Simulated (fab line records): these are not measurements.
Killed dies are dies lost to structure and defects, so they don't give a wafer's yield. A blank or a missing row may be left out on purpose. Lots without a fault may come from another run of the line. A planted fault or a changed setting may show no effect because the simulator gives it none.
Matching of chambers	flow sky130	SKY_VIA3_CMP_02 on cmp-01: 4 sister chambers
The step polishes SiO2. 4 wafers are shown with their chamber, then 8 later ones without.

## WAFERS WITH THEIR CHAMBER
wafer	chamber	motor_current_A (A)
L354.1	0	11.9
L354.4	1	12.4
L356.6	3	13.0
L359.3	2	15.0

## WAFERS MISSING THEIR CHAMBER
wafer	motor_current_A (A)
L359.4	13.4
L359.6	14.7
L362.2	13.0
L362.4	14.7
L362.6	11.9
L363.1	11.8
L363.3	15.0
L363.4	12.2

## THE CHAMBER EACH PASSED THROUGH
wafer	from the rows above	in truth
L359.4	3	3
L359.6	2	2
L362.2	3	3
L362.4	2	2
L362.6	0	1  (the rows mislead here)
L363.1	0	0
L363.3	2	2
L363.4	can't be placed: 1 or 0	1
Placed correctly: 6 of 8. From these rows, 1 cannot be placed; in 1 the true chamber is one of the candidates. Wrongly placed: 1.
How it was worked out, from the rows above alone: a wafer's distance from a chamber is the root of the sum, over the readings, of the square of ((its reading less the chamber's mean) divided by the reading's scatter). If the next closest chamber is less than 2 further off than the closest, the wafer can't be placed; otherwise it belongs to the closest. The mean given for a chamber averages the wafers shown for that chamber. The scatter: root of mean squared gap, hidden wafer to nearest shown wafer, with one shown wafer a chamber.
